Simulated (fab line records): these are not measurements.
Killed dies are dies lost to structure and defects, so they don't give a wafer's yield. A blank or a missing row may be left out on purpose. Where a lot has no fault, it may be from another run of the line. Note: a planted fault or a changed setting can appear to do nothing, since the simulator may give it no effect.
A struck lot beside a sound one -- flow sfq-line -- 13 steps out of a route of 325
Sound: wafers L194.3, L194.4, L194.6. Struck: wafer L197.6 (left out: L197.1, L197.4 of the same lot, which were not struck); the cause appears at the end.
For every step that has rows: the tool of each side, followed by ch and its chambers, followed by its first start. Under that, the readings that differ: sound wafers -- struck wafers -- difference of the means -- sigmas: that difference in standard deviations of wafers without a fault.
alike: words and numbers the same on both sides, and readings whose means are apart by under 2 such deviations; not compared: readings that were withheld, readings missing a value for some wafer, numbers with overlapping values and no deviation given by the record, and bounds like >300 which may hide the same value.
A row with sigmas, a row that says differs or no value, or rows on one side alone: a step with any of these is where the two part. Numbers that don't overlap but have no deviation are shown without sigmas and don't part them. A reading missing from all wafers of one side parts the sides only when that side holds two or more wafers.

first, 1 step without rows for these wafers: SFQ_TRILAYER_JJ_TRILAYER_DEP_AL_OXIDATION_111 (oxidation time 600 s).
SFQ_TRILAYER_JJ_TRILAYER_DEP_SPUTTER_112: material Nb, target thk 170 nm, time 113.3 s.
  sound: pvd-sputter-05 at day 59 15:01; struck: pvd-sputter-05 at day 60 13:49
  alike: throttle-valve-pct
SFQ_JJ_RS_MEAS_929: measures by four-point-probe.
  sound: film-metro-02 at day 59 15:08; struck: film-metro-01 at day 60 13:54
  alike: JJ_NB_RS
then, 6 steps without rows for these wafers: SFQ_TRILAYER_JJ_CE_LITHO_COAT_119 (resist thk 62 nm); SFQ_TRILAYER_JJ_CE_LITHO_COAT_114 (resist thk 600 nm); SFQ_TRILAYER_JJ_CE_LITHO_SOFTBAKE_118; SFQ_TRILAYER_JJ_CE_LITHO_EXPOSE_115 (exposes mask J5, target cd 700 nm); SFQ_TRILAYER_JJ_CE_LITHO_PEB_117 (peb time 58.8 s); SFQ_TRILAYER_JJ_CE_LITHO_DEVELOP_116 (time 60 s).
-- the record jumps here: 5 days lie between the struck wafers' starts before and after --
SFQ_JJ_OVL_MEAS_931:
  sound: overlay-02 at day 65 00:01; struck: overlay-01 at day 65 18:38
  alike: J5_OVL
SFQ_TRILAYER_JJ_CE_METRO_MEASURE_117:
  sound: cd-sem-01 at day 65 00:26; struck: cd-sem-02 at day 65 18:41
  alike: cd-nm
SFQ_TRILAYER_JJ_CE_BARC_OPEN_RIE_150: chemistry O2, target BARC, target depth 240 nm, time 80 s.
  sound on rie-metal-02 ch 0,1, day 65 01:16; struck on rie-metal-02 ch 0, day 65 19:53
reading,sound,struck,difference,sigmas
rf-fwd-power-W (W),595.1 595.7 595.4,689.6,+94.2,+52
  alike: chamber-pressure-mTorr, drypump-motor-current-A, oes-product-au
  not compared: rf-hours-counter-h
SFQ_TRILAYER_JJ_CE_ETCH_RIE_118: chemistry SF6, target Nb, stops on Al2O3, time 97.7 s, target depth 170 nm.
  sound on rie-metal-02 ch 0,1, day 65 01:22; struck on rie-metal-02 ch 0, day 65 19:58
reading,sound,struck,difference,sigmas
chamber-pressure-mTorr (mTorr),10.019 9.982 9.999,10.019,+0.019,+2
  alike: drypump-motor-current-A, oes-product-au, rf-fwd-power-W
  not compared: rf-hours-counter-h

== WHERE THEY PART ==
At SFQ_TRILAYER_JJ_CE_BARC_OPEN_RIE_150 first; at SFQ_TRILAYER_JJ_CE_ETCH_RIE_118 last (within this record only).

WHY: what the simulator had put in
rie-metal-02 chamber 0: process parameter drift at SFQ_TRILAYER_JJ_CE_BARC_OPEN_RIE_150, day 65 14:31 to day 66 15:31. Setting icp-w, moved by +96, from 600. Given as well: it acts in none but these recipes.
